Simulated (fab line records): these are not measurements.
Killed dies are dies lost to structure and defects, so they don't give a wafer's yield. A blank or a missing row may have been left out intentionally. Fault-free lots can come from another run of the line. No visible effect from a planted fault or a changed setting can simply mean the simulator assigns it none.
fab line records    flow sky130
record: lots: 4  wafers: 12  lastDay: 50
route steps=708 shown METAL3@565 VIA3@573 METAL4@598 CAP2M@603 PAD_OPEN@708
lots untouched by any fault: they come from a run of this same line in which no faults occurred
startH: start of the lot's first displayed wafer, in hours after the record's first day    waitH: how many hours have passed since the lot's step before this one    " unchanged from the row above    L1.1+2: one row covering several wafers at once    - value missing, or start not given    * or withheld: withheld    < > ~ a bound
route shown NAME@n: names a module that has steps shown in the file, with the first one's number in the route    usual: mean/standard deviation taken from wafers without a fault    same: alike in all rows    chamber/n: place in a boat    sites: each site's reading    _std_site: standard deviation across them    _edge_site: mean of outer sites minus mean of inner sites    radiusMm: how far each site lies from the wafer's centre    mask NAME#n: copy n    behind: the most recent tool/chamber to have shaped the wafer    hold: why the lot went on hold/how many hours it stayed there/how the hold came to an end    device: whichever transistor did not switch (one of n, p or np)    end of line: the same wafers' tests at the end of the route    where a step has no rows: the recipe by itself    killed: count of dies lost to structure and defects at first sort (not the wafer's yield)    map: the dies of a wafer, with x for killed, . for not killed, _ for no die there
set.NAME: the run value of the setting; set.NAME@STEP: its run value at that earlier step    model.NAME: the simulator's own value behind a step, which no gauge read
lots at some steps of the route; a table a step, a row a wafer
services: a tool's chamber out of use, with start hour (startH, from the record's first day; less than 0 if before it), hours out, and reason
== steps ==
step: SKY_METAL3_DESCUM_15
recipe: chemistry: O2  sourcePowerW: 150  biasPowerW: 0  pressureMtorr: 10  tempC: 40  timeS: 8
step: SKY_METAL3_ETCH_16
recipe: chemistry: N2/H2  target: BARC  ionEnergyEv: 200  biasW: 100  pressureMtorr: 30  n2FlowSccm: 100  h2FlowSccm: 200  icpW: 500  stopOn: SiO2  timeS: 88.2  targetDepthA: 600
step: SKY_METAL3_ETCH_17
recipe: target: SiO2  stopOn: TiN  chemistry: C4F8/O2/Ar  sourceW: 1500  biasW: 1200  pressureMtorr: 40  c4f8FlowSccm: withheld  O2_flow_sccm: 6  Ar_flow_sccm: 300  timeS: 3.9  targetDepthA: 150
step: SKY_METAL3_METAL_ETCH_18
recipe: targetDepthA: 8450  stopOn: SiO2  overEtchFrac: 0.3  timeS: 183.1  chemistry: Cl2/BCl3  resistSidewallDeg: 88  pressureMtorr: 10  icpW: 900  biasW: 48.5  Cl2_flow_sccm: 60  bcl3FlowSccm: 30
step: SKY_METAL3_STRIP_19
recipe: chemistry: O2/N2  powerW: 1400  pressureMtorr: 1500  platenTempC: withheld  o2FlowSccm: 3000  n2FlowSccm: 300  overashFraction: 0.5
step: SKY_METAL3_STRIP_20
recipe: chemistry: postEtchResidueRemover  timeS: 1200  tempC: 72.5
step: SKY_METAL3_CLEAN_21
recipe: chemistry: IPA  timeS: 180  tempC: 25
step: SKY_METAL3_CLEAN_22
recipe: chemistry: O3/DIW  dry: n2Spin
step: SKY_VIA3_HDPCVD_00
recipe: material: SiO2  targetThkNm: 1635  sigmaOpenFrac: 0.3  timeS: 272.5  tempC: 400  sih4FlowSccm: 60  pressureMtorr: 6
step: SKY_VIA3_CMP_02
recipe: material: SiO2  downForcePsi: 4  platenRpm: 60  padVelocityMS: 0.94248
usual: edgeZonePressureFrac: 1.000/0.0046  motorCurrentA: 12.4/0.85
lot.wafer  tool    chamber  startH   waitH  edgeZonePressureFrac  motorCurrentA  model.SiO2_of_VIA3_HDPCVD_00.thkNm
L192.1     cmp-01  1        965.62   0.6    0.991                 13.3           465.4
L192.5     "       1        "        "      1.000                 12.4           464.2
L192.6     "       2        "        "      0.997                 11.8           464.7
L204.3     cmp-01  2        1039.67  0.2    1.008                 12.2           417.4
L204.5     "       2        "        "      1.001                 11.7           416.9
L204.6     "       3        "        "      0.999                 11.2           417.1
L205.3     cmp-01  1        1044.13  0.4    0.993                 13.7           417.7
L205.4     "       2        "        "      1.006                 11.7           418.1
L205.5     "       0        "        "      0.995                 13.9           417.5
L207.3     cmp-02  1        1050.93  0.1    1.008                 11.5           464.4
L207.4     "       2        "        "      1.004                 11.7           465.4
L207.1     "       3        "        "      0.993                 13.4           465.4
step: SKY_VIA3_DEHYDRATE_04
recipe: tempC: 200  timeS: 60
step: SKY_VIA3_HMDS_05
recipe: primeTimeS: 60  primeTempC: 120
step: SKY_VIA3_COAT_06
recipe: resist: BARC  tempC: withheld  timeS: withheld  spinRpm: 3000  resistThkNm: 60
step: SKY_VIA3_COAT_07
recipe: resist: KrF-thick  spinRpm: 3000  resistThkNm: 450
step: SKY_VIA3_SOFTBAKE_08
recipe: tempC: 100  timeS: 90  resist: KrF-thick
step: SKY_VIA3_EXPOSE_09
recipe: maskId: VIM3  na: 0.8  sourceShape: annular  sigmaInner: 0.55  sigmaOuter: 0.85  targetCdNm: 200  doseMj: 38
step: SKY_VIA3_PEB_10
recipe: pebTempC: withheld  pebTimeS: withheld  resist: KrF-thick
step: SKY_VIA3_DEVELOP_11
recipe: developTimeS: 60  resist: KrF-thick  devTempC: 21
step: SKY_VIA3_ETCH_14
recipe: chemistry: N2/H2  target: BARC  ionEnergyEv: 200  sourceW: 500  biasW: 100  pressureMtorr: 30  n2FlowSccm: 100  h2FlowSccm: 200  stopOn: SiO2  timeS: 45.9  targetDepthA: 600
step: SKY_VIA3_ETCH_15
recipe: target: SiO2  chemistry: C4F8/O2/Ar  targetDepthNm: 507  stopOn: TiN  maskMaterial: KrF-thick  sourceW: 1500  biasW: 1200  pressureMtorr: 40  c4f8FlowSccm: withheld  O2_flow_sccm: 6  Ar_flow_sccm: 300  timeS: 78
usual: oesProductAu: 0.947/0.0048
lot.wafer  tool        chamber  startH   waitH  oesProductAu  rfHoursCounterH  model.VIA3.featureDepthNm  model.etch.depthNm
L192.1     rieDiel-03  2        990.07   0.0    0.949         26               465.4                      465.4
L192.5     "           2        "        "      0.947         -                464.2                      464.2
L192.6     "           3        "        "      0.947         -                464.7                      464.7
L204.3     rieDiel-04  0        1062.07  0.0    0.891         11               417.4                      417.4
L204.5     "           0        "        "      0.888         -                416.9                      416.9
L204.6     "           1        "        "      0.890         -                417.1                      417.1
L205.3     rieDiel-03  0        1065.77  0.0    0.890         17               417.7                      417.7
L205.4     "           1        "        "      0.887         14               418.1                      418.1
L205.5     "           1        "        "      0.886         -                417.5                      417.5
L207.1     rieDiel-04  0        1072.81  0.0    0.946         12               465.4                      465.4
L207.3     "           2        "        "      0.945         26               464.4                      464.4
L207.4     "           1        "        "      0.938         4                465.4                      465.4
step: SKY_VIA3_STRIP_16
recipe: chemistry: O2/N2  powerW: 1400  pressureMtorr: 1500  platenTempC: withheld  o2FlowSccm: 3000  n2FlowSccm: 300  overashFraction: 0.5
step: SKY_VIA3_STRIP_17
recipe: chemistry: postEtchResidueRemover  timeS: 1200  tempC: 72.5
step: SKY_VIA3_CLEAN_18
recipe: chemistry: IPA  timeS: 180  tempC: 25
step: SKY_VIA3_CLEAN_19
recipe: chemistry: O3/DIW  dry: n2Spin
step: SKY_VIA3_SPUTTER_20
recipe: material: TiN  targetThkNm: 20  chamberPressurePa: 5  powerW: 4000  timeS: 80
step: SKY_VIA3_CVD_21
recipe: material: W  targetThkNm: 390  timeS: 117.31  tempC: 400  pressureTorr: 40
step: SKY_VIA3_CMP_24
recipe: stopOn: SiO2  tOverpolishS: 20  downForcePsi: 3.5  platenRpm: 60  targetThkNm: 0  padVelocityMS: 0.94248
step: SKY_METAL4_SPUTTER_00
recipe: material: Ti  targetThkNm: 15  powerW: 3000  timeS: 10  chamberPressurePa: 0.4
step: SKY_METAL4_SPUTTER_01
recipe: material: TiN  targetThkNm: 20  powerW: 6500  timeS: 16.7  chamberPressurePa: 0.4
step: SKY_METAL4_SPUTTER_02
recipe: material: AlCu  targetThkNm: 735  powerW: 10600  timeS: 39.1  chamberPressurePa: 0.4
step: SKY_METAL4_SPUTTER_03
recipe: material: Ti  targetThkNm: 5  powerW: 3000  timeS: 3.3  chamberPressurePa: 0.4
step: SKY_METAL4_SPUTTER_04
recipe: material: TiN  targetThkNm: 70  powerW: 6500  timeS: 58.3  chamberPressurePa: 0.4096
step: SKY_CAP2M_CVD_00
recipe: material: SiO2  targetThkNm: 15.5  tempC: 400  timeS: withheld  rfW: 450
step: SKY_METAL4_METAL_ETCH_18
recipe: targetDepthA: 8450  stopOn: SiO2  overEtchFrac: 0.3  timeS: 183.1  chemistry: Cl2/BCl3  resistSidewallDeg: 88  pressureMtorr: 10  icpW: 900  biasW: 48.5  Cl2_flow_sccm: 60  bcl3FlowSccm: 30
usual: drypumpMotorCurrentA: 5.7/0.41  oesProductAu: 0.865/0.0061  throttleValvePct: 22.266/0.0093
lot.wafer  tool         chamber  startH   waitH  drypumpMotorCurrentA  oesProductAu  rfHoursCounterH  throttleValvePct  model.SiO2_of_VIA3_HDPCVD_00.thkNm
L192.1     rieMetal-04  0        1038.26  0.0    5.7                   0.865         6                22.252            435.6
L192.5     "            0        "        "      5.7                   0.860         -                22.259            434.2
L192.6     "            1        "        "      6.4                   0.859         -                22.261            435
L204.3     rieMetal-02  0        1105.49  0.1    5.3                   0.864         -                22.269            387.7
L204.5     "            0        "        "      5.3                   0.868         -                22.279            387.4
L204.6     "            1        "        "      5.6                   0.857         -                22.262            387.7
L205.3     rieMetal-02  1        1108.82  0.1    5.6                   0.863         -                22.278            388.2
L205.4     "            0        "        "      5.3                   0.867         -                22.272            388.8
L205.5     "            0        "        "      5.3                   0.872         -                22.261            388
L207.1     rieMetal-04  1        1115.03  0.0    6.4                   0.878         18               22.250            435.7
L207.3     "            0        "        "      5.7                   0.866         -                22.247            435
L207.4     "            1        "        "      6.4                   0.870         -                22.274            435.7
step: SKY_PAD_OPEN_PROBE_99
usual: defectLimitedYield: 82.6/1.9  killed_at_M0_to_M3: 43/6.5  killed_at_M4_up: 3.2/1.8  killedAtContacts: 24/5  killedAtFrontEnd: 15/4.1  killedAtOther: 0.3/0.54  killedDies: 85/9.3  killedOpen: 47/7.2  killedShort: 39/5.9  sort_bin_3_pad_short: 0.9/0.4  sort_bin_5_function: 10.3/1.5  sort_bin_6_memory: 6.2/1.2  sortNPass: 407/9.3  sortYieldPct: 82.6/1.9
same: grossDies: 492  killedAtBackSide: 0  sort_bin_4_leakage[%]: 0  sort_bin_8_speed[%]: 0
lot.wafer  tool       chamber  startH   waitH  defectLimitedYield[%]  killed_at_M0_to_M3  killed_at_M4_up  killedAtContacts  killedAtFrontEnd  killedAtOther  killedDies  killedOpen  killedShort  sort_bin_3_pad_short[%]  sort_bin_5_function[%]  sort_bin_6_memory[%]  sortNPass  sortYieldPct[%]
L192.1     prober-02  -        1126.15  0.1    82.5                   52                  3                18                12                1              86          47          39           0.8                      10.4                    6.3                   406        82.5
L192.5     prober-02  -        1126.35  0.2    82.7                   44                  4                22                14                1              85          48          37           1.6                      9.3                     6.3                   407        82.7
L192.6     prober-02  -        1126.40  0.2    86.0                   39                  3                15                11                1              69          42          26           0.4                      10.6                    3.0                   423        86.0
L205.3     prober-01  -        1186.48  0.2    83.9                   41                  7                19                12                0              79          31          48           1.6                      10.4                    4.1                   413        83.9
L205.4     prober-01  -        1186.53  0.2    83.3                   37                  4                21                20                0              82          46          36           1.6                      10.4                    4.7                   410        83.3
L205.5     prober-01  -        1186.58  0.2    81.5                   49                  4                22                16                0              91          47          44           1.8                      11.6                    5.1                   401        81.5
killed by level:class
L192.1 VIA1:geometricParticle:open=13 CONTACT:geometricParticle:open=10 VIA1:geometricParticle:short=7 VIA2:geometricParticle:open=7 METAL2:geometricParticle:short=5 VIA3:geometricParticle:open=5 CONTACT:geometricParticle:short=4 METAL1:geometricParticle:short=4
L192.5 VIA1:geometricParticle:open=9 METAL2:geometricParticle:short=8 VIA3:geometricParticle:open=7 LI_CONTACT:geometricParticle:open=7 CONTACT:geometricParticle:open=6 VIA2:geometricParticle:open=6 FIELD_ISO:geometricParticle:open=5 VIA1:geometricParticle:short=5
L192.6 VIA1:geometricParticle:open=13 CONTACT:geometricParticle:short=6 VIA2:geometricParticle:open=6 VIA1:geometricParticle:short=5 VIA3:geometricParticle:open=5 CONTACT:geometricParticle:open=4 POLY_GATE:geometricParticle:open=3 METAL2:geometricParticle:short=3
L205.3 CONTACT:geometricParticle:short=8 VIA1:geometricParticle:short=7 METAL1:geometricParticle:short=7 METAL4:geometricParticle:short=5 CONTACT:geometricParticle:open=5 VIA2:geometricParticle:open=5 METAL2:geometricParticle:short=4 VIA1:geometricParticle:open=4
L205.4 VIA1:geometricParticle:open=9 CONTACT:geometricParticle:open=8 VIA3:geometricParticle:open=7 FIELD_ISO:geometricParticle:short=6 POLY_GATE:geometricParticle:open=6 LI_CONTACT:geometricParticle:open=5 FIELD_ISO:geometricParticle:open=4 LI_CONTACT:geometricParticle:short=4
L205.5 METAL1:geometricParticle:short=10 VIA1:geometricParticle:open=7 VIA3:geometricParticle:open=7 CONTACT:geometricParticle:open=6 VIA2:geometricParticle:open=6 FIELD_ISO:geometricParticle:open=5 LI_CONTACT:geometricParticle:open=5 LOCAL_INTERCONNECT:geometricParticle:short=5
== services ==
tool         chamber  startH   hours  kind
rieDiel-04   1        944.02   -      clean
rieDiel-04   1        944.02   13.4   scheduledDown
rieDiel-04   1        944.02   13.4   ventCycle
cmp-02       -        953.90   5.0    pm
cmp-02       -        963.25   2.3    repair
cmp-01       -        972.18   6.4    pm
rieMetal-02  1        985.15   4.3    repair
cmp-01       -        992.53   2.1    repair
rieDiel-04   0        1037.37  8.9    repair
cmp-02       -        1038.29  5.9    pm
rieDiel-03   3        1049.68  1.5    repair
cmp-02       -        1058.40  0.7    repair
rieDiel-04   1        1076.72  3.4    repair
cmp-01       -        1085.30  4.0    pm
cmp-01       -        1089.30  -      consumableReplace:conditioner
cmp-01       -        1089.30  -      consumableReplace:pad
rieDiel-03   1        1089.53  8.0    repair
cmp-01       -        1092.49  4.0    pm
cmp-01       -        1099.92  0.7    repair
rieDiel-04   -        1100.29  2.8    pm
rieMetal-02  -        1104.46  0.9    repair
rieDiel-04   2        1104.58  9.8    repair
rieDiel-03   1        1109.12  2.5    repair
cmp-01       -        1111.79  0.7    repair
== key ==
firstSign: step: SKY_VIA3_ETCH_15  reading: oesProductAu  direction: down  sigmas: 12  usual: 0.947  struck: 0.889
effect none on later readings
modelEffect: step: SKY_VIA3_CMP_02  value: SiO2_of_VIA3_HDPCVD_00.thkNm  without: 463.9  struck: 417.4
modelEffect: step: SKY_VIA3_ETCH_15  value: VIA3.featureDepthNm  without: 463.9  struck: 417.4
modelEffect: step: SKY_METAL4_METAL_ETCH_18  value: SiO2_of_VIA3_HDPCVD_00.thkNm  without: 434.5  struck: 388
metAt SKY_VIA3_CMP_02
struckWafers L204.3,L204.5,L204.6,L205.3,L205.4,L205.5
onsetBetween 965.62 1039.67
fault: kind: processParameterDrift  tool: cmp-01  chamber: -  onsetH: 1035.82  steps: SKY_VIA3_CMP_02  channel: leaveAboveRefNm  offset: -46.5  shape: step  endH: 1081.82  actsIn: theseRecipesOnly  stated: 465
